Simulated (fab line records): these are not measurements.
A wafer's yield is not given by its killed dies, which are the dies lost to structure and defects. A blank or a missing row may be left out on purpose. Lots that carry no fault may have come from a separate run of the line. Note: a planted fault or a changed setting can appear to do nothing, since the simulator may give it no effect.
fab line records + flow sky130
record:
- lots: 13
- wafers: 39
- last-day: 50
route steps=708 shown SONOS_ONO@177 POLY_GATE@228 VIA1@481 CAPM@537 PAD_OPEN@708
lots that met no fault: from a run of the same line without faults
start-h: hours from the record's first day to the start of the lot's first wafer shown + wait-h: hours since the lot's step before + " the same as in the row above + L1.1+2: a single row standing in for several wafers + - no value, or no start was given + * or withheld: withheld + < > ~ a bound
route shown NAME@n: names a module that has steps shown in the file, with the first one's number in the route + usual: mean and standard deviation over wafers with no fault + same: alike in all rows + chamber/n: place in a boat + sites: each site's reading + _std_site: standard deviation of those values + _edge_site: the outer-site mean with the inner-site mean subtracted + radius-mm: how far each site lies from the wafer's centre + mask NAME#n: copy n + behind: the last tool/chamber to shape the wafer + hold: the reason the lot was held/the length of the hold in hours/how it ended + device: whichever transistor did not switch (one of n, p or np) + end of line: the same wafers' tests at the end of the route + a step given without rows: its recipe and nothing more + killed: dies lost to structure and defects at the first sort, not the wafer's yield + map: the dies of a wafer, with x for killed, . for not killed, _ for no die there
set.NAME: the setting that was run; set.NAME@STEP: the one run at that earlier step + model.NAME: the simulator's own value behind a step, which no gauge read
a sample of lots followed through the steps of the route, with each step as a table and each wafer as a row
services: when a tool's chamber went out of use (start-h, in hours from the record's first day, below 0 if earlier), for how many hours, and the reason
== steps ==
step: SKY_SONOS_ONO_SOFTBAKE_09
recipe:
- temp-c: 90
- time-s: 60
- resist: NOVOLAK
usual:
- chill-plate-temp-C: 22.99/0.09
- heater-power-total-W: 56.60/0.044
- plate-temp-C: 90.01/0.11
- run-length-s: 89.15/0.22
| lot.wafer | tool           | chamber | start-h | wait-h | chill-plate-temp-C | heater-power-total-W | plate-temp-C | run-length-s |
|-----------|----------------|---------|---------|--------|--------------------|----------------------|--------------|--------------|
| L564.1    | litho-track-04 | 0       | 275.58  | 0.1    | 23.06              | 56.56                | 89.91        | 89.09        |
| L564.2    | "              | 0       | "       | "      | 22.97              | 56.60                | 89.95        | 89.16        |
| L564.4    | "              | 0       | "       | "      | 23.04              | 56.51                | 89.90        | 89.19        |
| L565.1    | litho-track-03 | 0       | 289.39  | 0.1    | 22.97              | 56.53                | 90.12        | 88.97        |
| L565.2    | "              | 0       | "       | "      | 23.01              | 56.57                | 90.02        | 89.16        |
| L565.5    | "              | 0       | "       | "      | 23.09              | 56.63                | 89.98        | 88.90        |
| L566.1    | litho-track-03 | 0       | 290.29  | 0.1    | 22.95              | 56.56                | 90.10        | 89.05        |
| L566.3    | "              | 0       | "       | "      | 22.98              | 56.51                | 90.10        | 88.97        |
| L566.4    | "              | 0       | "       | "      | 23.11              | 56.58                | 90.04        | 88.86        |
| L568.1    | litho-track-04 | 0       | 304.68  | 0.1    | 22.95              | 56.61                | 90.16        | 89.11        |
| L568.3    | "              | 0       | "       | "      | 22.91              | 56.51                | 89.90        | 89.11        |
| L568.6    | "              | 0       | "       | "      | 22.89              | 56.49                | 89.99        | 89.04        |
| L569.1    | litho-track-03 | 0       | 319.09  | 0.1    | 22.92              | 56.59                | 89.91        | 89.07        |
| L569.3    | "              | 0       | "       | "      | 22.96              | 56.56                | 89.95        | 88.96        |
| L569.5    | "              | 0       | "       | "      | 22.85              | 56.54                | 89.76        | 89.06        |
| L572.1    | litho-track-02 | 0       | 343.03  | 0.1    | 22.96              | 56.63                | 90.20        | 89.39        |
| L572.4    | "              | 0       | "       | "      | 22.90              | 56.64                | 90.01        | 89.34        |
| L572.5    | "              | 0       | "       | "      | 23.05              | 56.65                | 90.02        | 89.34        |
| L574.1    | litho-track-03 | 0       | 367.54  | 0.1    | 23.02              | 56.60                | 89.96        | 88.89        |
| L574.2    | "              | 0       | "       | "      | 22.92              | 56.63                | 89.88        | 89.07        |
| L574.3    | "              | 0       | "       | "      | 23.01              | 56.63                | 90.01        | 88.90        |
| L576.2    | litho-track-03 | 0       | 377.77  | 0.1    | 22.85              | 56.62                | 89.96        | 88.89        |
| L576.4    | "              | 0       | "       | "      | 22.79              | 56.64                | 89.90        | 88.95        |
| L576.5    | "              | 0       | "       | "      | 22.75              | 56.60                | 89.75        | 89.20        |
| L578.1    | litho-track-04 | 0       | 392.83  | 0.1    | 23.05              | 56.59                | 89.90        | 89.03        |
| L578.2    | "              | 0       | "       | "      | 22.96              | 56.54                | 90.09        | 89.10        |
| L578.3    | "              | 0       | "       | "      | 22.98              | 56.61                | 90.15        | 89.15        |
| L579.2    | litho-track-03 | 0       | 402.17  | 0.1    | 22.94              | 58.68                | -            | 82.82        |
| L579.5    | "              | 0       | "       | "      | 23.02              | 58.61                | -            | 82.71        |
| L579.6    | "              | 0       | "       | "      | 23.06              | 58.64                | -            | 82.59        |
| L580.2    | litho-track-02 | 0       | 414.01  | 0.1    | 23.16              | 56.63                | 90.25        | 89.48        |
| L580.4    | "              | 0       | "       | "      | 22.95              | 56.62                | 90.05        | 89.42        |
| L580.6    | "              | 0       | "       | "      | 23.16              | 56.62                | 90.10        | 89.50        |
| L582.3    | litho-track-03 | 0       | 423.89  | 0.1    | 22.99              | 58.63                | -            | 82.75        |
| L582.4    | "              | 0       | "       | "      | 23.14              | 58.63                | -            | 82.81        |
| L582.6    | "              | 0       | "       | "      | 23.16              | 58.69                | -            | 82.91        |
| L586.1    | litho-track-02 | 0       | 462.38  | 0.1    | 23.19              | 56.66                | 89.84        | 89.41        |
| L586.3    | "              | 0       | "       | "      | 23.06              | 56.59                | 90.07        | 89.78        |
| L586.4    | "              | 0       | "       | "      | 23.00              | 56.59                | 90.07        | 89.47        |
step: SKY_POLY_GATE_OVL_MEAS_14
usual:
- POLY_GATE_OVL: 1/4.9
| lot.wafer | tool       | chamber | start-h | wait-h | POLY_GATE_OVL[nm] |
|-----------|------------|---------|---------|--------|-------------------|
| L564.1    | overlay-01 | -       | 378.26  | 0.1    | -1                |
| L564.2    | "          | -       | "       | "      | 3                 |
| L564.4    | "          | -       | "       | "      | 2                 |
| L565.1    | overlay-02 | -       | 391.76  | 0.1    | 3                 |
| L565.2    | "          | -       | "       | "      | 9                 |
| L565.5    | "          | -       | "       | "      | 11                |
| L566.1    | overlay-02 | -       | 393.86  | 0.1    | 4                 |
| L566.3    | "          | -       | "       | "      | 6                 |
| L566.4    | "          | -       | "       | "      | 4                 |
| L568.1    | overlay-01 | -       | 410.11  | 0.1    | 2                 |
| L568.3    | "          | -       | "       | "      | 4                 |
| L568.6    | "          | -       | "       | "      | 6                 |
| L569.1    | overlay-02 | -       | 427.40  | 0.1    | -1                |
| L569.3    | "          | -       | "       | "      | -1                |
| L569.5    | "          | -       | "       | "      | 1                 |
| L572.1    | overlay-02 | -       | 457.76  | 0.1    | -1                |
| L572.4    | "          | -       | "       | "      | -6                |
| L572.5    | "          | -       | "       | "      | 1                 |
| L574.1    | overlay-01 | -       | 479.66  | 0.1    | 9                 |
| L574.2    | "          | -       | "       | "      | 11                |
| L574.3    | "          | -       | "       | "      | 7                 |
| L576.2    | overlay-02 | -       | 493.97  | 0.1    | -8                |
| L576.4    | "          | -       | "       | "      | -4                |
| L576.5    | "          | -       | "       | "      | -7                |
| L578.1    | overlay-01 | -       | 507.21  | 0.1    | 3                 |
| L578.2    | "          | -       | "       | "      | 2                 |
| L578.3    | "          | -       | "       | "      | 10                |
| L579.2    | overlay-01 | -       | 519.06  | 0.1    | -2                |
| L579.5    | "          | -       | "       | "      | 1                 |
| L579.6    | "          | -       | "       | "      | 1                 |
| L580.2    | overlay-02 | -       | 531.06  | 0.1    | 0                 |
| L580.4    | "          | -       | "       | "      | -4                |
| L580.6    | "          | -       | "       | "      | -6                |
| L582.3    | overlay-02 | -       | 542.96  | 0.1    | 10                |
| L582.4    | "          | -       | "       | "      | -3                |
| L582.6    | "          | -       | "       | "      | 3                 |
| L586.1    | overlay-01 | -       | 577.76  | 0.1    | 2                 |
| L586.3    | "          | -       | "       | "      | 0                 |
| L586.4    | "          | -       | "       | "      | -2                |
step: SKY_VIA1_THK_MEAS_23
recipe:
- thk-meas-gauge: xrf
- reads: W_of_VIA1_CVD_21
usual:
- VIA1_W_THK: 279/4.1
| lot.wafer | tool          | chamber | start-h | wait-h | VIA1_W_THK[nm] |
|-----------|---------------|---------|---------|--------|----------------|
| L564.1    | film-metro-03 | -       | 804.75  | 0.1    | 284            |
| L564.2    | "             | -       | "       | "      | 283            |
| L564.4    | "             | -       | "       | "      | 281            |
| L565.1    | film-metro-02 | -       | 812.00  | 0.1    | 285            |
| L565.2    | "             | -       | "       | "      | 285            |
| L565.5    | "             | -       | "       | "      | 280            |
| L566.1    | film-metro-03 | -       | 813.75  | 0.1    | 280            |
| L566.3    | "             | -       | "       | "      | 275            |
| L566.4    | "             | -       | "       | "      | 276            |
| L568.1    | film-metro-02 | -       | 833.34  | 0.1    | 287            |
| L568.3    | "             | -       | "       | "      | 284            |
| L568.6    | "             | -       | "       | "      | 286            |
| L569.1    | film-metro-01 | -       | 843.70  | 0.1    | 281            |
| L569.3    | "             | -       | "       | "      | 277            |
| L569.5    | "             | -       | "       | "      | 280            |
| L572.1    | film-metro-03 | -       | 871.15  | 0.1    | 284            |
| L572.4    | "             | -       | "       | "      | 280            |
| L572.5    | "             | -       | "       | "      | 286            |
| L574.1    | film-metro-03 | -       | 891.79  | 0.1    | 276            |
| L574.2    | "             | -       | "       | "      | 275            |
| L574.3    | "             | -       | "       | "      | 277            |
| L576.2    | film-metro-01 | -       | 897.96  | 0.1    | 271            |
| L576.4    | "             | -       | "       | "      | 273            |
| L576.5    | "             | -       | "       | "      | 273            |
| L578.1    | film-metro-03 | -       | 910.74  | 0.1    | 277            |
| L578.2    | "             | -       | "       | "      | 275            |
| L578.3    | "             | -       | "       | "      | 273            |
| L579.2    | film-metro-03 | -       | 919.44  | 0.1    | 289            |
| L579.5    | "             | -       | "       | "      | 282            |
| L579.6    | "             | -       | "       | "      | 280            |
| L580.2    | film-metro-03 | -       | 932.37  | 0.1    | 284            |
| L580.4    | "             | -       | "       | "      | 284            |
| L580.6    | "             | -       | "       | "      | 284            |
| L582.3    | film-metro-01 | -       | 937.37  | 0.1    | 275            |
| L582.4    | "             | -       | "       | "      | 275            |
| L582.6    | "             | -       | "       | "      | 279            |
| L586.1    | film-metro-03 | -       | 968.99  | 0.1    | 278            |
| L586.3    | "             | -       | "       | "      | 275            |
| L586.4    | "             | -       | "       | "      | 276            |
step: SKY_CAPM_CVD_00
recipe:
- material: SiO2
- target-thk-nm: 15.5
- temp-c: 400
- time-s: withheld
- rf-w: 450
usual:
- heater-power-w: 648/98
| lot.wafer | tool     | chamber | start-h | wait-h | heater-power-w |
|-----------|----------|---------|---------|--------|----------------|
| L564.1    | pecvd-04 | 0       | 861.16  | 0.0    | 583            |
| L564.2    | "        | 1       | "       | "      | 631            |
| L564.4    | "        | 1       | "       | "      | 630            |
| L565.1    | pecvd-02 | 1       | 867.81  | 0.0    | 687            |
| L565.2    | "        | 2       | "       | "      | 517            |
| L565.5    | "        | 0       | "       | "      | 595            |
| L566.1    | pecvd-04 | 1       | 870.42  | 0.0    | 626            |
| L566.3    | "        | 0       | "       | "      | 553            |
| L566.4    | "        | 1       | "       | "      | 631            |
| L568.1    | pecvd-01 | 2       | 888.37  | 0.0    | 745            |
| L568.3    | "        | 1       | "       | "      | 654            |
| L568.6    | "        | 0       | "       | "      | 753            |
| L569.1    | pecvd-04 | 0       | 898.06  | 0.0    | 590            |
| L569.3    | "        | 2       | "       | "      | 860            |
| L569.5    | "        | 2       | "       | "      | 845            |
| L572.1    | pecvd-04 | 1       | 926.12  | 0.0    | 629            |
| L572.4    | "        | 2       | "       | "      | 710            |
| L572.5    | "        | 0       | "       | "      | 628            |
| L574.1    | pecvd-01 | 1       | 946.37  | 0.0    | 730            |
| L574.2    | "        | 0       | "       | "      | 763            |
| L574.3    | "        | 2       | "       | "      | 772            |
| L576.2    | pecvd-04 | 1       | 953.02  | 0.0    | 510            |
| L576.4    | "        | 1       | "       | "      | 513            |
| L576.5    | "        | 2       | "       | "      | 881            |
| L578.1    | pecvd-02 | 0       | 962.30  | 0.0    | 645            |
| L578.2    | "        | 2       | "       | "      | 504            |
| L578.3    | "        | 1       | "       | "      | 620            |
| L579.2    | pecvd-04 | 2       | 971.52  | 0.0    | 832            |
| L579.5    | "        | 2       | "       | "      | 846            |
| L579.6    | "        | 1       | "       | "      | 619            |
| L580.2    | pecvd-01 | 1       | 985.86  | 0.0    | 783            |
| L580.4    | "        | 1       | "       | "      | 798            |
| L580.6    | "        | 2       | "       | "      | 667            |
| L582.3    | pecvd-02 | 0       | 988.70  | 0.0    | 577            |
| L582.4    | "        | 1       | "       | "      | 687            |
| L582.6    | "        | 0       | "       | "      | 583            |
| L586.1    | pecvd-04 | 0       | 1020.17 | 0.0    | 598            |
| L586.3    | "        | 2       | "       | "      | 740            |
| L586.4    | "        | 2       | "       | "      | 718            |
step: SKY_PAD_OPEN_PROBE_99
usual:
- killed_at_M0_to_M3: 42/7.6
- killed_at_M4_up: 2.9/1.7
- killed-at-contacts: 24/5.1
- killed-at-front-end: 15/4
- killed-at-other: 0.2/0.38
- killed-dies: 84/9.9
- killed-open: 46/7.2
- killed-short: 38/6.6
same:
- gross-dies: 492
- killed-at-back-side: 0
| lot.wafer | tool      | chamber | start-h | wait-h | killed_at_M0_to_M3 | killed_at_M4_up | killed-at-contacts | killed-at-front-end | killed-at-other | killed-dies | killed-open | killed-short |
|-----------|-----------|---------|---------|--------|--------------------|-----------------|--------------------|---------------------|-----------------|-------------|-------------|--------------|
| L572.1    | prober-01 | -       | 1135.82 | 0.1    | 49                 | 1               | 25                 | 8                   | 0               | 83          | 38          | 45           |
| L572.4    | prober-01 | -       | 1135.97 | 0.2    | 38                 | 1               | 21                 | 8                   | 0               | 68          | 39          | 29           |
| L572.5    | prober-01 | -       | 1136.02 | 0.2    | 55                 | 2               | 22                 | 17                  | 0               | 96          | 55          | 41           |
| L582.3    | prober-01 | -       | 1182.90 | 0.2    | 60                 | 5               | 31                 | 15                  | 1               | 112         | 51          | 61           |
| L582.4    | prober-01 | -       | 1182.95 | 0.2    | 54                 | 0               | 15                 | 20                  | 0               | 89          | 49          | 40           |
| L582.6    | prober-01 | -       | 1183.05 | 0.2    | 50                 | 3               | 22                 | 16                  | 1               | 92          | 52          | 40           |
killed by level:class
L572.1 VIA1:geometric-particle:open=12 CONTACT:geometric-particle:open=10 METAL1:geometric-particle:short=9 METAL2:geometric-particle:short=9 CONTACT:geometric-particle:short=7 VIA3:geometric-particle:open=5 VIA1:geometric-particle:short=4 METAL3:geometric-particle:short=4
L572.4 VIA1:geometric-particle:open=10 METAL1:geometric-particle:short=8 CONTACT:geometric-particle:open=6 VIA2:geometric-particle:open=6 LI_CONTACT:geometric-particle:open=5 METAL2:geometric-particle:short=5 LOCAL_INTERCONNECT:geometric-particle:short=4 VIA3:geometric-particle:open=4
L572.5 VIA1:geometric-particle:open=13 CONTACT:geometric-particle:open=8 VIA3:geometric-particle:open=8 METAL2:geometric-particle:short=7 POLY_GATE:geometric-particle:open=6 LI_CONTACT:geometric-particle:open=6 METAL1:geometric-particle:short=5 VIA1:geometric-particle:short=5
L582.3 VIA1:geometric-particle:open=12 METAL1:geometric-particle:short=11 CONTACT:geometric-particle:open=11 METAL2:geometric-particle:short=8 VIA3:geometric-particle:open=7 LI_CONTACT:geometric-particle:open=6 VIA3:geometric-particle:short=6 LI_CONTACT:geometric-particle:short=5
L582.4 VIA1:geometric-particle:open=18 VIA1:geometric-particle:short=11 VIA2:geometric-particle:open=6 CONTACT:geometric-particle:open=6 METAL2:geometric-particle:short=6 METAL1:geometric-particle:short=5 FIELD_ISO:geometric-particle:open=4 FIELD_ISO:geometric-particle:short=4
L582.6 VIA1:geometric-particle:open=14 VIA2:geometric-particle:open=9 CONTACT:geometric-particle:open=8 VIA1:geometric-particle:short=7 METAL2:geometric-particle:short=6 VIA3:geometric-particle:open=6 FIELD_ISO:geometric-particle:short=5 LI_CONTACT:geometric-particle:open=5
== services ==
| tool     | chamber | start-h | hours | kind   |
|----------|---------|---------|-------|--------|
| pecvd-01 | -       | 262.21  | 1.1   | repair |
| pecvd-04 | -       | 271.21  | 1.3   | repair |
| pecvd-01 | -       | 271.28  | 0.7   | repair |
| pecvd-04 | 0       | 295.39  | 10.5  | repair |
| pecvd-02 | -       | 336.80  | 0.6   | repair |
| pecvd-01 | 0       | 352.24  | 5.4   | repair |
| pecvd-02 | -       | 353.09  | 6.0   | pm     |
| pecvd-04 | 1       | 375.46  | 3.9   | repair |
| pecvd-01 | 2       | 376.01  | 2.9   | repair |
| pecvd-01 | 2       | 442.78  | 10.0  | repair |
| pecvd-01 | -       | 459.19  | 1.9   | repair |
| pecvd-04 | 0       | 473.08  | 4.8   | repair |
| pecvd-04 | -       | 485.04  | 1.0   | repair |
| pecvd-04 | -       | 487.10  | 2.8   | pm     |
| pecvd-02 | -       | 547.89  | 1.1   | repair |
| pecvd-02 | 2       | 583.89  | 3.8   | repair |
| pecvd-01 | 2       | 590.75  | 8.8   | repair |
| pecvd-02 | -       | 654.94  | 0.8   | repair |
| pecvd-01 | 2       | 671.62  | 3.5   | repair |
| pecvd-02 | -       | 673.16  | 0.7   | repair |
| pecvd-02 | 2       | 679.74  | 9.7   | repair |
| pecvd-04 | 0       | 778.82  | 4.2   | repair |
| pecvd-04 | 2       | 874.70  | 11.2  | repair |
| pecvd-04 | 0       | 994.49  | 4.1   | repair |
== key ==
first-sign:
- step: SKY_SONOS_ONO_SOFTBAKE_09
- reading: heater-power-total-W
- direction: up
- sigmas: 46
- usual: *
- struck: *
effect:
- step: SKY_SONOS_ONO_SOFTBAKE_09
- reading: run-length-s
- direction: down
- sigmas: 29
- usual: *
- struck: *
met-at SKY_SONOS_ONO_SOFTBAKE_09
struck-lots L579,L582
tester-left-out L579,L582
not-acting-at SKY_POLY_GATE_OVL_MEAS_14,SKY_VIA1_THK_MEAS_23,SKY_CAPM_CVD_00
onset-between 377.77 402.17
fault:
- kind: process-parameter-drift
- tool: litho-track-03
- chamber: -
- onset-h: 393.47
- steps: SKY_SONOS_ONO_SOFTBAKE_09
- channel: time-s
- offset: *
- shape: step
- end-h: 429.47
- acts-in: *
- stated: *
tester-left-out: of these lots the tester's yield and bins aren't shown, on N5 and GAA mostly nor the transistor test; their killed dies are dies lost to structure and defects alone, not to doping, threshold or leakage, so they don't give the yield
